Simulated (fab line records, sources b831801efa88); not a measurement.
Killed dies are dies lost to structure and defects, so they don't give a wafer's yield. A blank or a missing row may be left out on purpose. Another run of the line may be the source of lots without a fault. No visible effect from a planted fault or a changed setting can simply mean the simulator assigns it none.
Which tool was responsible? ; flow sky130 ; 33 wafers from 11 lots sampled at 5 of the route's 708 steps

WHAT THE GAUGES READ, wafer by wafer
SKY_VT_ADJUST_HVTR_CD_MEAS_07: the cd target is 380 nm.
lot;measured;on;cd_nm (nm)
L747;day 9 18:45;cd_sem-01;381.8 380.7 381.9
L750;day 11 01:28;cd_sem-01;- - -
L755;day 12 06:14;cd_sem-01;378.9 380.5 377.5
L758;day 13 10:47;cd_sem-01;378.2 380.8 380.5
L760;day 13 13:12;cd_sem-02;379.4 376.7 377.8
L763;day 14 14:45;cd_sem-02;375.3 374.5 375.2
L764;day 15 09:29;cd_sem-02;381.4 382.6 383.5
L765;day 15 15:32;cd_sem-02;376.3 376.2 376.4
L767;day 16 15:35;cd_sem-02;380.0 376.4 377.1
L768;day 16 18:03;cd_sem-02;381.7 383.3 383.8
L769;day 17 00:50;cd_sem-02;380.3 384.0 382.4

SKY_VT_ADJUST_HVTR_TW_MEAS_11.
lot;measured;on;VT_ADJUST_HVTR_TW
L747;day 9 19:08;film_metro-02;212.4 211.0 212.5
L750;day 11 01:52;film_metro-02;30.3 30.2 30.4
L755;day 12 06:39;film_metro-04;211.9 212.3 212.3
L758;day 13 11:10;film_metro-01;214.6 213.3 214.1
L760;day 13 13:37;film_metro-02;211.5 211.5 211.6
L763;day 14 15:10;film_metro-04;210.6 211.5 210.7
L764;day 15 09:54;film_metro-02;213.1 213.0 212.8
L765;day 15 15:56;film_metro-01;212.4 211.8 213.9
L767;day 16 16:00;film_metro-01;212.7 213.0 213.3
L768;day 16 18:27;film_metro-01;213.1 212.2 211.7
L769;day 17 01:15;film_metro-01;215.9 214.6 215.1

SKY_SONOS_TUNNEL_TW_MEAS_12.
lot;measured;on;SONOS_TUNNEL_TW
L747;day 11 17:02;film_metro-03;198.8 198.7 200.7
L750;day 13 01:56;film_metro-03;252.7 252.2 252.3
L755;day 14 10:13;film_metro-02;198.6 200.1 198.7
L758;day 15 16:59;film_metro-03;198.3 197.6 197.2
L760;day 15 19:18;film_metro-02;198.6 199.0 198.3
L763;day 16 23:19;film_metro-03;196.8 198.9 197.5
L764;day 17 18:27;film_metro-02;199.6 198.2 199.5
L765;day 18 00:53;film_metro-03;197.9 199.0 198.4
L767;day 19 03:51;film_metro-01;199.0 199.2 201.4
L768;day 19 07:01;film_metro-02;200.0 198.6 199.4
L769;day 19 14:50;film_metro-02;200.3 199.0 198.2

SKY_POLY_CUT_CD_MEAS_08: the cd target is 270 nm.
lot;measured;on;cd_nm (nm)
L747;day 24 15:39;cd_sem-02;269.4 270.3 269.7
L750;day 26 00:59;cd_sem-02;269.7 270.5 270.4
L755;day 27 20:17;cd_sem-02;271.1 272.5 271.9
L758;day 28 20:38;cd_sem-02;272.7 273.4 273.1
L760;day 29 04:23;cd_sem-01;272.8 272.0 272.2
L763;day 30 04:11;cd_sem-02;268.8 268.4 268.9
L764;day 30 21:17;cd_sem-01;270.6 270.6 270.2
L765;day 31 01:44;cd_sem-02;270.7 271.0 271.5
L767;day 32 00:20;cd_sem-01;270.1 270.5 270.8
L768;day 32 08:03;cd_sem-02;269.2 270.0 269.4
L769;day 32 15:05;cd_sem-02;268.9 270.0 269.8

WHAT TOOL EACH LOT RAN ON (gives the tool, then ch and the chambers of the sampled wafers, and finally the start)
lot;SKY_VT_ADJUST_HVTR_EXPOSE_04
L747;iline_stepper-01 ch 0, day 9 09:08
L750;iline_stepper-01 ch 0, day 10 13:33
L755;iline_stepper-02 ch 0, day 11 18:16
L758;iline_stepper-01 ch 0, day 12 21:52
L760;iline_stepper-01 ch 0, day 13 00:10
L763;iline_stepper-01 ch 0, day 14 01:25
L764;iline_stepper-01 ch 0, day 14 19:50
L765;iline_stepper-01 ch 0, day 15 01:30
L767;iline_stepper-02 ch 0, day 16 01:47
L768;iline_stepper-01 ch 0, day 16 04:45
L769;iline_stepper-02 ch 0, day 16 10:31
- SKY_VT_ADJUST_HVTR_EXPOSE_04: exposes mask HVTRM, target cd 380 nm.

WHAT THE TOOLS THEMSELVES READ (means of the sampled wafers that have a number; where no wafer has one, the mark that the record gives instead)
The record holds no such reading with a usual standard deviation.

THE ANSWER, worked out from the rows above alone
Rule: the lots themselves supply what counts as usual. Put in order of their means at a reading, lots are off if they are a third of the lots or fewer, leave a main group of 4 or more, and stand apart from it by a gap of 3 or more times the standard deviation of the main group's means; of several such gaps the widest counts. A main group is skipped when, at the precision printed for the reading in the tables above, its means are all equal. A lot without any number at a reading at which 4 lots or more have one is off too. Any other lot the step has rows for is counted as sound. First the gauges in route order, then the tools' own readings, where a lot's mean is used as printed above. At the first step where some lot is off, the reading lying furthest off is the one used; lots without a number count as furthest.
Off, at SKY_VT_ADJUST_HVTR_CD_MEAS_07 on cd_nm: L750. Without a number there: L750. Main group: mean 379.5 nm, sd 2.6.
A tool fits if, at a process step before that reading, it ran every lot that is off, and no sound lot after the first of them. Not tried: the gauges at SKY_VT_ADJUST_HVTR_CD_MEAS_07; whatever is off there is also off at SKY_VT_ADJUST_HVTR_TW_MEAS_11, on other tools, and gauge error can't account for it. None of those tried fits.

WHAT THE SIMULATOR HAD INSERTED
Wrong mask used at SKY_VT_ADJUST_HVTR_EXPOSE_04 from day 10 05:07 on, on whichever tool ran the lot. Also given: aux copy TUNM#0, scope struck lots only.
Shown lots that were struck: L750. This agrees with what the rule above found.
